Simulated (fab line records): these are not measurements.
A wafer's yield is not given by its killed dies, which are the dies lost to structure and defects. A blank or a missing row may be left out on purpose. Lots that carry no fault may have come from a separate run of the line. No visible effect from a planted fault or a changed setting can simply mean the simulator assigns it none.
Which tool was responsible?    flow gf180mcu    Sampling: 14 lots, 42 wafers, 5 of 602 route steps

== WHAT EACH GAUGE READ, for each wafer ==
GF_NWELL_TW_MEAS_11.
lot   measured     on             NWELL_TW
L454  day 3 07:37  film-metro-02  1568 1564 1562
L456  day 3 19:24  film-metro-03  1548 1555 1553
L457  day 4 00:30  film-metro-03  1550 1546 1541
L461  day 4 20:47  film-metro-03  1556 1559 1554
L465  day 5 19:53  film-metro-03  1473 1489 1481 1480 1481 1480
L466  day 6 00:09  film-metro-01  1498 1501 1494 1502 1497 1499
L467  day 6 08:06  film-metro-01  1568 1571 1576
L468  day 6 12:10  film-metro-01  1563 1561 1564
L469  day 6 19:50  film-metro-01  1563 1571 1574
L470  day 7 03:03  film-metro-03  1537 1533 1537
L472  day 7 09:38  film-metro-01  1583 1559 1568
L473  day 7 14:48  film-metro-02  1574 1580 1563
L474  day 7 23:36  film-metro-02  1580 1581 1585
L476  day 8 08:06  film-metro-01  1564 1566 1574

GF_CONTACT_RS_MEAS_25: uses a four-point probe to measure.
lot   measured      on             CONTACT_W_RS (ohm/sq)
L454  day 15 21:46  film-metro-01  0.381 0.390 0.380
L456  day 16 22:51  film-metro-03  0.373 0.388 0.374
L457  day 17 00:07  film-metro-01  0.392 0.386 0.394
L461  day 18 17:01  film-metro-02  0.381 0.386 0.377
L467  day 20 22:14  film-metro-01  0.369 0.371 0.379
L468  day 21 05:33  film-metro-03  0.373 0.375 0.371
L469  day 21 22:11  film-metro-03  0.382 0.392 0.385
L470  day 22 05:21  film-metro-01  0.383 0.372 0.380
L472  day 22 13:58  film-metro-02  0.382 0.378 0.381
L473  day 22 23:29  film-metro-03  0.374 0.374 0.391
L474  day 23 09:39  film-metro-03  0.380 0.387 0.378
L476  day 23 23:35  film-metro-02  0.379 0.375 0.375

== EACH LOT AND THE TOOL THAT RAN IT (in order: tool; ch and the chambers of the sampled wafers; start) ==
lot   GF_STI_ETCH_14                   GF_NWELL_IMPLANT_09             GF_CONTACT_CVD_24
L454  rie-si-01 ch 0,2,3, day 2 02:03  implanter-01 ch 0, day 3 07:23  cvd-w-01 ch 0,1, day 15 21:40
L456  rie-si-02 ch 0,2, day 2 13:25    implanter-01 ch 0, day 3 19:10  cvd-w-01 ch 0,1, day 16 22:44
L457  rie-si-02 ch 1,2,3, day 2 17:04  implanter-01 ch 0, day 4 00:15  cvd-w-02 ch 0,1, day 17 00:01
L461  rie-si-01 ch 0,3, day 3 12:54    implanter-03 ch 0, day 4 20:32  cvd-w-02 ch 0,1, day 18 16:55
L465  rie-si-02 ch 1,2,3, day 4 10:05  implanter-01, day 5 19:38       -
L466  rie-si-01 ch 1,3, day 4 14:41    implanter-02, day 5 23:55       -
L467  rie-si-01 ch 0,1,3, day 4 21:30  implanter-03 ch 0, day 6 07:52  cvd-w-01 ch 0,1, day 20 22:07
L468  rie-si-01 ch 0,2,3, day 5 02:44  implanter-01 ch 0, day 6 11:56  cvd-w-01 ch 0,1, day 21 05:26
L469  rie-si-02 ch 0,1,3, day 5 06:35  implanter-02 ch 0, day 6 19:35  cvd-w-02 ch 0,1, day 21 22:05
L470  rie-si-02 ch 1,2,3, day 5 12:10  implanter-02 ch 0, day 7 02:49  cvd-w-01 ch 0,1, day 22 05:14
L472  rie-si-01 ch 0,3, day 5 22:17    implanter-02 ch 0, day 7 09:23  cvd-w-02 ch 0,1, day 22 13:52
L473  rie-si-01 ch 0,2, day 6 03:00    implanter-03 ch 0, day 7 14:34  cvd-w-01 ch 0,1, day 22 23:22
L474  rie-si-01 ch 1,2,3, day 6 10:15  implanter-01 ch 0, day 7 23:21  cvd-w-02 ch 0,1, day 23 09:33
L476  rie-si-02 ch 0,1,2, day 6 18:29  implanter-03 ch 0, day 8 07:52  cvd-w-01 ch 0,1, day 23 23:28
- GF_STI_ETCH_14: etches Si in HBr/Cl2/O2, target depth 360 nm, time 102.9 s.
- GF_NWELL_IMPLANT_09
- GF_CONTACT_CVD_24: deposits W, target thk 300 nm, time 90.339 s.

== AS READ BY THE TOOLS THEMSELVES (means over the sampled wafers that have a number; for cases with no such wafer, the mark the record gives instead) ==
GF_STI_ETCH_14.
lot   tool       chamber-pressure-mTorr (mTorr)  drypump-motor-current-A (A)  oes-product-au (a.u.)  throttle-valve-pct (%)
L454  rie-si-01  14.994                          5.7                          1.001                  25.651
L456  rie-si-02  15.006                          5.6                          0.991                  25.653
L457  rie-si-02  15.008                          5.8                          1.000                  25.658
L461  rie-si-01  15.012                          5.6                          1.004                  25.641
L465  rie-si-02  15.006                          5.8                          1.009                  25.656
L466  rie-si-01  15.001                          5.8                          0.997                  25.661
L467  rie-si-01  15.008                          5.7                          1.005                  25.650
L468  rie-si-01  14.998                          5.7                          0.999                  25.663
L469  rie-si-02  14.992                          5.7                          1.015                  25.656
L470  rie-si-02  15.012                          5.8                          1.005                  25.650
L472  rie-si-01  15.001                          5.6                          1.009                  25.656
L473  rie-si-01  14.988                          5.7                          1.011                  25.641
L474  rie-si-01  15.000                          5.8                          1.006                  25.655
L476  rie-si-02  14.993                          5.9                          0.998                  25.662

GF_NWELL_IMPLANT_09.
lot   tool          beam-energy-keV  beam-on-s (s)
L454  implanter-01  160.01           10.06
L456  implanter-01  159.95           10.01
L457  implanter-01  159.98           10.01
L461  implanter-03  160.04           9.91
L465  implanter-01  -                -
L466  implanter-02  -                -
L467  implanter-03  159.94           9.82
L468  implanter-01  160.02           9.94
L469  implanter-02  159.98           9.89
L470  implanter-02  159.96           9.91
L472  implanter-02  160.06           10.12
L473  implanter-03  159.97           9.96
L474  implanter-01  160.01           9.96
L476  implanter-03  160.01           9.96

GF_CONTACT_CVD_24.
lot   tool      heater-power-w (W)
L454  cvd-w-01  808
L456  cvd-w-01  799
L457  cvd-w-02  739
L461  cvd-w-02  769
L467  cvd-w-01  767
L468  cvd-w-01  763
L469  cvd-w-02  777
L470  cvd-w-01  768
L472  cvd-w-02  763
L473  cvd-w-01  764
L474  cvd-w-02  767
L476  cvd-w-01  775

== THE ANSWER, worked out from the rows above alone ==
Rule: the lots themselves supply what counts as usual. Put in order of their means at a reading, lots are off if they are a third of the lots or fewer, leave a main group of 4 or more, and stand apart from it by a gap of 3 or more times the standard deviation of the main group's means; of several such gaps the widest counts. If all means in a main group match to the digits the tables above print for the reading, that group is not used. Also off: a lot with no number at a reading for which 4 or more lots have one. All remaining lots with rows at the step are treated as sound. First the gauges in route order, then the tools' own readings, where a lot's mean is used as printed above. The first step at which some lot is off is used, and at that step the reading that is off furthest; a lot without a number counts as furthest.
Off at GF_NWELL_IMPLANT_09 (beam-energy-keV): L465, L466. Without a number there: L465, L466. For the main group the mean is 159.99 and the standard deviation 0.035.
If a tool, at that step or one of the process steps before it, ran each lot that is off and ran no sound lot following the first of them, it fits. No candidate that was tried fits.

== WHAT THE SIMULATOR HAD INSERTED ==
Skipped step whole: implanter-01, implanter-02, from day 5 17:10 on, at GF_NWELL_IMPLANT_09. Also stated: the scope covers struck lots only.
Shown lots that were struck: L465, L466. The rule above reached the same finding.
